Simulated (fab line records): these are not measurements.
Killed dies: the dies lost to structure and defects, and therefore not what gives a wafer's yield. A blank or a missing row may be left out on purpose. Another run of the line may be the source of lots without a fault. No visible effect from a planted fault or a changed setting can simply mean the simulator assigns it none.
A lot that was struck, set against a sound lot || flow gf180mcu || 22 out of 602 route steps
Sound: the wafers L171.1, L171.3, L171.5. The struck wafers were L175.2, L175.3, L175.5. Last of all comes the cause.
For every step that has rows: the tool of each side, followed by ch and its chambers, followed by its first start. Under that, the readings that differ: sound wafers || struck wafers || difference of the means || sigmas: that difference in standard deviations of wafers without a fault.
alike: readings whose means differ by less than 2 such deviations, and words and numbers that are the same on both sides. not compared: withheld readings, readings that some wafer has no value for, bounds like >300 that may hide the same value, and numbers for which the record gives no deviation and whose values overlap.
Wherever a step has rows on one side only, a row that says differs or no value, or a row with sigmas, the two part there. Non-overlapping numbers with no deviation appear without sigmas and do not part them. A reading missing from all wafers of one side parts the sides only when that side holds two or more wafers.

first, 1 step without rows for these wafers: GF_HV_LDD_DEVELOP_18 (develop time 60 s).
GF_HV_LDD_CD_MEAS_19 targets a cd of 400 nm.
  sound: cd-sem-01 at day 11 11:59; struck: cd-sem-01 at day 12 18:10
  alike: cd-nm
GF_HV_LDD_OVL_MEAS_20:
  sound: overlay-02 at day 11 12:07; struck: overlay-02 at day 12 18:16
  alike: HV_LDD_01_OVL
after that, 1 step had no rows for these wafers: GF_HV_LDD_IMPLANT_21.
GF_HV_LDD_STRIP_22: strips in O2/N2.
  sound on plasma-asher-04 ch 0,1, day 11 12:17; struck on plasma-asher-04 ch 1, day 12 18:27
  alike: drypump-motor-current-A, heater-power-w, oes-product-au, strip-time-to-endpoint-s
  not compared: rf-hours-counter-h
GF_HV_LDD_TW_MEAS_23:
  sound: film-metro-03 at day 11 12:23; struck: film-metro-01 at day 12 18:34
  alike: HV_LDD_2_TW
then, 6 steps without rows for these wafers: GF_HV_LDD_DEHYDRATE_24 (time 60 s); GF_HV_LDD_HMDS_25 (prime time 60 s); GF_HV_LDD_COAT_26 (resist thk 1000 nm); GF_HV_LDD_SOFTBAKE_27 (time 60 s); GF_HV_LDD_EXPOSE_28 (exposes mask Nplus HV AREA, target cd 400 nm); GF_HV_LDD_PEB_29.
GF_HV_LDD_DEVELOP_30: develop time 60 s.
  sound on litho-track-04 ch 0, day 12 06:08; struck on litho-track-04 ch 0, day 13 13:37
GF_HV_LDD_CD_MEAS_31 targets a cd of 400 nm.
  sound: cd-sem-02 at day 12 06:17; struck: cd-sem-02 at day 13 13:46
{"reading": "cd-nm (nm)", "sound": "403.2 404.0 403.4", "struck": "- - -", "difference": "no value on the struck wafers", "sigmas": ""}
GF_HV_LDD_OVL_MEAS_32:
  sound: overlay-02 at day 12 06:25; struck: overlay-02 at day 13 13:52
{"reading": "HV_LDD_02_OVL (nm)", "sound": "0.3 0.3 0.0", "struck": "- - -", "difference": "no value on the struck wafers", "sigmas": ""}
then, 4 steps without rows for these wafers: GF_HV_LDD_IMPLANT_33; GF_HV_LDD_IMPLANT_34; GF_HV_LDD_IMPLANT_35; GF_HV_LDD_IMPLANT_36.
GF_HV_LDD_STRIP_37: strips in O2/N2.
  sound on plasma-asher-04 ch 0,1, day 12 07:03; struck on plasma-asher-01 ch 0,1, day 13 14:30
  alike: drypump-motor-current-A, heater-power-w, oes-product-au, strip-time-to-endpoint-s
  not compared: rf-hours-counter-h
GF_HV_LDD_TW_MEAS_38:
  sound: film-metro-01 at day 12 07:09; struck: film-metro-04 at day 13 14:50
{"reading": "HV_LDD_3_TW", "sound": "1449 1444 1440", "struck": "30 30 30", "difference": -1414, "sigmas": "-99 or more"}
  not compared: hold
GF_PASSIVATION_PROBE_99:
  the record holds rows for the sound wafers here (prober-02, day 29 16:10) but none for the struck ones

== WHERE THEY PART ==
Earliest at GF_HV_LDD_CD_MEAS_31; latest, in this record, at GF_PASSIVATION_PROBE_99.

WHY: the cause the simulator had injected
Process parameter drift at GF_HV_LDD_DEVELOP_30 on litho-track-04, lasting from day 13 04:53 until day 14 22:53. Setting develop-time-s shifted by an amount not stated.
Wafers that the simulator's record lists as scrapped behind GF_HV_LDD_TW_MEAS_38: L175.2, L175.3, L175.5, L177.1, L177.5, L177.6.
